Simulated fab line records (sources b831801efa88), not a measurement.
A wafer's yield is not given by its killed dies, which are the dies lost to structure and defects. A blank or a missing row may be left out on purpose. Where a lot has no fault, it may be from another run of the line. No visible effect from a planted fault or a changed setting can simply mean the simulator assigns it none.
Comparing a struck lot with a sound one ; flow sky130 ; 17 out of 708 route steps
Sound: the wafers L465.1, L465.5, L465.6. Wafers L463.1, L463.2, L463.4 were the ones struck. At the end, the cause is stated.
At each step with rows: each side's tool, then ch and its chambers, then its first start. Under that, the readings that differ: sound wafers ; struck wafers ; difference of the means ; sigmas: that difference in standard deviations of wafers without a fault.
alike: same words and numbers on both sides, and readings whose means sit less than 2 such deviations apart. not compared: any withheld reading, any reading some wafer has no value for, any bound like >300 that may hide the same value, and any number with overlapping values for which the record gives no deviation.
A row with sigmas, a row that says differs or no value, or rows on one side alone: a step with any of these is where the two part. Non-overlapping numbers with no deviation appear without sigmas and do not part them. Lack of a reading on every wafer of one side parts them only where that side has two or more wafers.

first, 1 step without rows for these wafers: SKY_VT_ADJUST_LVTN_IMPLANT_19.
SKY_VT_ADJUST_LVTN_STRIP_20: strips in O2/N2.
  sound on plasma asher-02 ch 0,1, day 12 12:12; struck on plasma asher-02 ch 0,1, day 11 16:04
reading;sound;struck;difference;sigmas
strip time to endpoint s (s);14.14 14.19 14.23;14.29 14.29 14.30;+0.11;+3
  alike: chamber pressure mTorr, drypump motor current A, oes product au
  not compared: rf hours counter h
SKY_VT_ADJUST_LVTN_TW_MEAS_21:
  sound: film metro-03 at day 12 12:18; struck: film metro-01 at day 11 16:10
  alike: VT_ADJUST_LVTN_2_TW
then, 7 steps without rows for these wafers: SKY_VT_ADJUST_NCORE_DEHYDRATE_00 (time 60 s); SKY_VT_ADJUST_NCORE_HMDS_01 (prime time 60 s); SKY_VT_ADJUST_NCORE_COAT_02 (resist thk 1134 nm); SKY_VT_ADJUST_NCORE_SOFTBAKE_03 (time 60 s); SKY_VT_ADJUST_NCORE_EXPOSE_04 (exposes mask LVTN COMPLEMENT THIN, target cd 380 nm); SKY_VT_ADJUST_NCORE_PEB_05; SKY_VT_ADJUST_NCORE_DEVELOP_06 (develop time 60 s).
SKY_VT_ADJUST_NCORE_CD_MEAS_07: the cd target is 380 nm.
  sound: cd sem-01 at day 13 13:11; struck: cd sem-02 at day 12 15:11
  alike: cd nm
SKY_VT_ADJUST_NCORE_OVL_MEAS_08:
  sound: overlay-02 at day 13 13:18; struck: overlay-01 at day 12 15:18
  alike: VT_ADJUST_NCORE_OVL
SKY_VT_ADJUST_NCORE_IMPLANT_09:
  sound on implanter-02 ch 0, day 13 13:20; struck on implanter-03 ch 0, day 12 15:20
reading;sound;struck;difference;sigmas
dose ions cm2;2.3967e+12 2.3964e+12 2.3958e+12;1.3886e+12 1.3901e+12 1.3901e+12;-1.0067e+12;-99 or more
faraday current uA;13.2 13.6 13.3;7.8 7.9 7.7;-5.6;-18
  alike: beam on s
SKY_VT_ADJUST_NCORE_STRIP_10: strips in O2/N2.
  sound on plasma asher-02 ch 0,1, day 13 13:29; struck on plasma asher-04 ch 0,1, day 12 15:29
reading;sound;struck;difference;sigmas
drypump motor current A (A);6.3 6.2 6.5;5.2 5.7 5.2;-1.0;-2
  alike: chamber pressure mTorr, oes product au, strip time to endpoint s
  not compared: rf hours counter h
SKY_VT_ADJUST_NCORE_TW_MEAS_11:
  sound: film metro-02 at day 13 13:35; struck: film metro-03 at day 12 15:35
reading;sound;struck;difference;sigmas
VT_ADJUST_NCORE_TW;220.1 219.6 220.5;187.9 189.1 189.2;-31.3;-18
then, 1 step without rows for these wafers: SKY_VT_ADJUST_HVTR_DEHYDRATE_00 (time 60 s).
-- here the record skips 37 days between the struck wafers' starts before and after, leaving off in module VT_ADJUST_HVTR and picking up in module PAD_OPEN (first step shown: number 708 of the route) --
SKY_PAD_OPEN_PROBE_99:
  sound: prober-01 at day 49 19:09; struck: prober-01 at day 49 04:58
reading;sound;struck;difference;sigmas
model.etest.nfet_16v.r on ohm um;1.416e+04 1.431e+04 1.434e+04;1.25e+04 1.236e+04 1.229e+04;-1.89e+03;
model.etest.pfet_16v.r on ohm um;1.52e+04 1.54e+04 1.569e+04;1.629e+04 1.623e+04 1.622e+04;+8.167e+02;
model.etest.pfet g5v0d10v5.r on ohm um;4888 4877 4996;5256 5273 5303;+357;
model.etest.tip p.rs ohm sq;6865 6826 6864;7215 7184 7189;+344;
model.etest.pfet_01v8.r on ohm um;2925 3003 3005;3124 3075 3126;+131;
model.etest.res pwell under gate.rs ohm sq;2257 2270 2282;2406 2404 2412;+138;
model.etest.nfet g5v0d10v5.r on ohm um;1900 1943 1914;1773 1748 1774;-154;
model.etest.tip_p_5v.rs ohm sq;2918 2922 2925;2974 2989 2971;+56;
  alike: killed_at_M0_to_M3, killed_at_M4_up, killed at contacts, killed at front end, killed at other, killed dies, killed open, killed short

## WHERE THEY PART
Last at SKY_VT_ADJUST_NCORE_TW_MEAS_11 as far as this record goes, first at SKY_VT_ADJUST_LVTN_STRIP_20. Later steps at which nothing parts them and some readings are alike: SKY_PAD_OPEN_PROBE_99.

WHY: what had been put in by the simulator
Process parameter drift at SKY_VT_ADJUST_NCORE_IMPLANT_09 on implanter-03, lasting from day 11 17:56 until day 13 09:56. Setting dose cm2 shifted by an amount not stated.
